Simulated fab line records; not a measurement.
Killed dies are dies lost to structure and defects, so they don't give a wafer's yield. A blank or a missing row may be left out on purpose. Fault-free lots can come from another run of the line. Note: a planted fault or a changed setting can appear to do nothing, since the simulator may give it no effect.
Which tool is to blame? || flow gf180mcu || 39 wafers from 13 lots sampled at 5 of the route's 602 steps

== WHAT THE GAUGES SHOWED, per wafer ==
GF_V5_CD_MEAS_14: the cd target is 260 nm.
{"lot": "L392", "measured": "day 28 05:39", "on": "cd sem-02", "cd nm (nm)": "261.6 262.2 260.7"}
{"lot": "L393", "measured": "day 28 17:03", "on": "cd sem-01", "cd nm (nm)": "261.9 265.0 261.4"}
{"lot": "L394", "measured": "day 29 01:34", "on": "cd sem-02", "cd nm (nm)": "266.5 262.0 261.0"}
{"lot": "L402", "measured": "day 32 00:50", "on": "cd sem-02", "cd nm (nm)": "258.7 258.9 259.6"}
{"lot": "L403", "measured": "day 32 01:50", "on": "cd sem-01", "cd nm (nm)": "260.3 261.9 260.7"}
{"lot": "L404", "measured": "day 32 02:18", "on": "cd sem-01", "cd nm (nm)": "258.6 259.4 259.1"}
{"lot": "L405", "measured": "day 32 09:46", "on": "cd sem-01", "cd nm (nm)": "258.7 259.1 258.1"}
{"lot": "L407", "measured": "day 32 15:56", "on": "cd sem-01", "cd nm (nm)": "259.4 261.3 260.1"}
{"lot": "L408", "measured": "day 32 21:28", "on": "cd sem-01", "cd nm (nm)": "258.8 259.5 258.9"}
{"lot": "L409", "measured": "day 33 02:49", "on": "cd sem-01", "cd nm (nm)": "260.8 260.9 260.2"}
{"lot": "L410", "measured": "day 33 08:59", "on": "cd sem-01", "cd nm (nm)": "258.1 258.9 260.0"}
{"lot": "L411", "measured": "day 33 17:28", "on": "cd sem-01", "cd nm (nm)": "257.6 257.9 258.1"}
{"lot": "L412", "measured": "day 33 21:52", "on": "cd sem-01", "cd nm (nm)": "260.6 260.1 258.6"}

== EACH LOT AND THE TOOL THAT RAN IT (in order: tool; ch and the chambers of the sampled wafers; start) ==
{"lot": "L392", "GF_V4_CMP_26": "cmp-01 ch 1,2,3, day 25 12:31", "GF_MIM_SPUTTER_02": "pvd sputter-04, day 25 12:53", "GF_MIM_CVD_05": "pecvd-01 ch 0,1,2, day 25 12:59", "GF_V5_EXPOSE_11": "krf scanner-02 ch 0, day 27 19:23"}
{"lot": "L393", "GF_V4_CMP_26": "cmp-01 ch 1,2,3, day 26 02:57", "GF_MIM_SPUTTER_02": "pvd sputter-02, day 26 03:20", "GF_MIM_CVD_05": "pecvd-01 ch 1,2, day 26 03:25", "GF_V5_EXPOSE_11": "krf scanner-01 ch 0, day 28 07:41"}
{"lot": "L394", "GF_V4_CMP_26": "cmp-02 ch 0,2,3, day 26 12:19", "GF_MIM_SPUTTER_02": "pvd sputter-03, day 26 12:39", "GF_MIM_CVD_05": "pecvd-02 ch 1,2, day 26 12:45", "GF_V5_EXPOSE_11": "krf scanner-01 ch 0, day 28 16:19"}
{"lot": "L402", "GF_V4_CMP_26": "cmp-02 ch 0,2,3, day 29 17:14", "GF_MIM_SPUTTER_02": "pvd sputter-02, day 29 17:40", "GF_MIM_CVD_05": "pecvd-03 ch 0,2, day 29 17:45", "GF_V5_EXPOSE_11": "krf scanner-02 ch 0, day 31 16:34"}
{"lot": "L403", "GF_V4_CMP_26": "cmp-02 ch 1,2, day 29 17:38", "GF_MIM_SPUTTER_02": "pvd sputter-03, day 29 18:02", "GF_MIM_CVD_05": "pecvd-01 ch 0,1,2, day 29 18:08", "GF_V5_EXPOSE_11": "krf scanner-01 ch 0, day 31 17:22"}
{"lot": "L404", "GF_V4_CMP_26": "cmp-01 ch 2,3, day 29 17:58", "GF_MIM_SPUTTER_02": "pvd sputter-04, day 29 18:23", "GF_MIM_CVD_05": "pecvd-01 ch 1,2, day 29 18:29", "GF_V5_EXPOSE_11": "krf scanner-01 ch 0, day 31 17:56"}
{"lot": "L405", "GF_V4_CMP_26": "cmp-02 ch 1,3, day 30 02:49", "GF_MIM_SPUTTER_02": "pvd sputter-03, day 30 03:15", "GF_MIM_CVD_05": "pecvd-03 ch 0,1,2, day 30 03:20", "GF_V5_EXPOSE_11": "krf scanner-02 ch 0, day 32 01:31"}
{"lot": "L407", "GF_V4_CMP_26": "cmp-02 ch 1,2,3, day 30 09:22", "GF_MIM_SPUTTER_02": "pvd sputter-03, day 30 09:46", "GF_MIM_CVD_05": "pecvd-03 ch 0,1,2, day 30 09:52", "GF_V5_EXPOSE_11": "krf scanner-01 ch 0, day 32 07:37"}
{"lot": "L408", "GF_V4_CMP_26": "cmp-01 ch 0,2,3, day 30 15:38", "GF_MIM_SPUTTER_02": "pvd sputter-02, day 30 15:56", "GF_MIM_CVD_05": "pecvd-01 ch 0,1,2, day 30 16:01", "GF_V5_EXPOSE_11": "krf scanner-01 ch 0, day 32 13:49"}
{"lot": "L409", "GF_V4_CMP_26": "cmp-01 ch 0,1,2, day 30 22:10", "GF_MIM_SPUTTER_02": "pvd sputter-03, day 30 22:29", "GF_MIM_CVD_05": "pecvd-03 ch 1,2, day 30 22:35", "GF_V5_EXPOSE_11": "krf scanner-02 ch 0, day 32 19:02"}
{"lot": "L410", "GF_V4_CMP_26": "cmp-02 ch 0,2,3, day 31 02:41", "GF_MIM_SPUTTER_02": "pvd sputter-02, day 31 03:07", "GF_MIM_CVD_05": "pecvd-01 ch 0,1,2, day 31 03:13", "GF_V5_EXPOSE_11": "krf scanner-01 ch 0, day 33 00:28"}
{"lot": "L411", "GF_V4_CMP_26": "cmp-01 ch 0,2, day 31 11:35", "GF_MIM_SPUTTER_02": "pvd sputter-02, day 31 12:01", "GF_MIM_CVD_05": "pecvd-02 ch 1,2, day 31 12:07", "GF_V5_EXPOSE_11": "krf scanner-02 ch 0, day 33 09:40"}
{"lot": "L412", "GF_V4_CMP_26": "cmp-02 ch 0,1,2, day 31 17:38", "GF_MIM_SPUTTER_02": "pvd sputter-02, day 31 18:04", "GF_MIM_CVD_05": "pecvd-03 ch 0,1,2, day 31 18:09", "GF_V5_EXPOSE_11": "krf scanner-02 ch 0, day 33 13:46"}
- GF_V4_CMP_26: polishes, stops on SiO2, t overpolish 15 s, target thk 0 nm.
- GF_MIM_SPUTTER_02: material AlCu, target thk 450 nm, time 23.9 s.
- GF_MIM_CVD_05: deposits Si3N4, target thk 42 nm, time 29.086 s.
- GF_V5_EXPOSE_11: exposes mask Via5, target cd 260 nm.

== WHAT THE TOOLS THEMSELVES READ (means of the sampled wafers that have a number; where no wafer has one, the mark that the record gives instead) ==
GF_V4_CMP_26.
{"lot": "L392", "tool": "cmp-01", "motor current A (A)": 10.3, "overpolish run s (s)": 14.999, "slurry flow ml min": 150.3, "time to endpoint s (s)": 87}
{"lot": "L393", "tool": "cmp-01", "motor current A (A)": 10.1, "overpolish run s (s)": 15.000, "slurry flow ml min": 150.1, "time to endpoint s (s)": 88}
{"lot": "L394", "tool": "cmp-02", "motor current A (A)": 11.0, "overpolish run s (s)": 15.002, "slurry flow ml min": 149.7, "time to endpoint s (s)": 82}
{"lot": "L402", "tool": "cmp-02", "motor current A (A)": 11.3, "overpolish run s (s)": 15.001, "slurry flow ml min": 150.5, "time to endpoint s (s)": 85}
{"lot": "L403", "tool": "cmp-02", "motor current A (A)": 11.2, "overpolish run s (s)": 15.005, "slurry flow ml min": 149.5, "time to endpoint s (s)": 92}
{"lot": "L404", "tool": "cmp-01", "motor current A (A)": 9.5, "overpolish run s (s)": 14.995, "slurry flow ml min": 149.8, "time to endpoint s (s)": 86}
{"lot": "L405", "tool": "cmp-02", "motor current A (A)": 11.5, "overpolish run s (s)": 15.005, "slurry flow ml min": 150.2, "time to endpoint s (s)": 90}
{"lot": "L407", "tool": "cmp-02", "motor current A (A)": 11.0, "overpolish run s (s)": 15.006, "slurry flow ml min": 149.8, "time to endpoint s (s)": 90}
{"lot": "L408", "tool": "cmp-01", "motor current A (A)": 10.4, "overpolish run s (s)": 15.001, "slurry flow ml min": 149.5, "time to endpoint s (s)": 86}
{"lot": "L409", "tool": "cmp-01", "motor current A (A)": 11.1, "overpolish run s (s)": 14.992, "slurry flow ml min": 149.9, "time to endpoint s (s)": 87}
{"lot": "L410", "tool": "cmp-02", "motor current A (A)": 11.4, "overpolish run s (s)": 14.992, "slurry flow ml min": 150.5, "time to endpoint s (s)": 87}
{"lot": "L411", "tool": "cmp-01", "motor current A (A)": 10.3, "overpolish run s (s)": 15.007, "slurry flow ml min": 149.6, "time to endpoint s (s)": 84}
{"lot": "L412", "tool": "cmp-02", "motor current A (A)": 12.7, "overpolish run s (s)": 15.007, "slurry flow ml min": 150.2, "time to endpoint s (s)": 84}

GF_MIM_SPUTTER_02.
{"lot": "L392", "tool": "pvd sputter-04", "throttle valve pct (%)": 28.9}
{"lot": "L393", "tool": "pvd sputter-02", "throttle valve pct (%)": 29.3}
{"lot": "L394", "tool": "pvd sputter-03", "throttle valve pct (%)": 30.9}
{"lot": "L402", "tool": "pvd sputter-02", "throttle valve pct (%)": 29.3}
{"lot": "L403", "tool": "pvd sputter-03", "throttle valve pct (%)": 31.0}
{"lot": "L404", "tool": "pvd sputter-04", "throttle valve pct (%)": 29.1}
{"lot": "L405", "tool": "pvd sputter-03", "throttle valve pct (%)": 31.4}
{"lot": "L407", "tool": "pvd sputter-03", "throttle valve pct (%)": 31.7}
{"lot": "L408", "tool": "pvd sputter-02", "throttle valve pct (%)": 29.4}
{"lot": "L409", "tool": "pvd sputter-03", "throttle valve pct (%)": 31.1}
{"lot": "L410", "tool": "pvd sputter-02", "throttle valve pct (%)": 29.4}
{"lot": "L411", "tool": "pvd sputter-02", "throttle valve pct (%)": 29.2}
{"lot": "L412", "tool": "pvd sputter-02", "throttle valve pct (%)": 29.5}

GF_MIM_CVD_05.
{"lot": "L392", "tool": "pecvd-01", "heater power w (W)": 538}
{"lot": "L393", "tool": "pecvd-01", "heater power w (W)": 515}
{"lot": "L394", "tool": "pecvd-02", "heater power w (W)": 651}
{"lot": "L402", "tool": "pecvd-03", "heater power w (W)": 523}
{"lot": "L403", "tool": "pecvd-01", "heater power w (W)": 574}
{"lot": "L404", "tool": "pecvd-01", "heater power w (W)": 587}
{"lot": "L405", "tool": "pecvd-03", "heater power w (W)": 519}
{"lot": "L407", "tool": "pecvd-03", "heater power w (W)": 531}
{"lot": "L408", "tool": "pecvd-01", "heater power w (W)": 575}
{"lot": "L409", "tool": "pecvd-03", "heater power w (W)": 535}
{"lot": "L410", "tool": "pecvd-01", "heater power w (W)": 591}
{"lot": "L411", "tool": "pecvd-02", "heater power w (W)": 617}
{"lot": "L412", "tool": "pecvd-03", "heater power w (W)": 541}

== THE ANSWER, worked out from the rows above alone ==
Rule: the usual values come from the lots themselves. Put in order of their means at a reading, lots are off if they are a third of the lots or fewer, leave a main group of 4 or more, and stand apart from it by a gap of 3 or more times the standard deviation of the main group's means; of several such gaps the widest counts. The tables above print the reading to a certain number of digits; a main group whose means all agree to those digits is not used. A lot without any number at a reading at which 4 lots or more have one is off too. Any other lot the step has rows for is counted as sound. Order of review: gauges by route order, followed by the tools' own readings, for which a lot's mean as printed above is used. At the first step where some lot is off, the reading lying furthest off is the one used; lots without a number count as furthest.
None of the lots is off at any reading shown; this tells nothing.

== WHAT THE SIMULATOR HAD PUT IN ==
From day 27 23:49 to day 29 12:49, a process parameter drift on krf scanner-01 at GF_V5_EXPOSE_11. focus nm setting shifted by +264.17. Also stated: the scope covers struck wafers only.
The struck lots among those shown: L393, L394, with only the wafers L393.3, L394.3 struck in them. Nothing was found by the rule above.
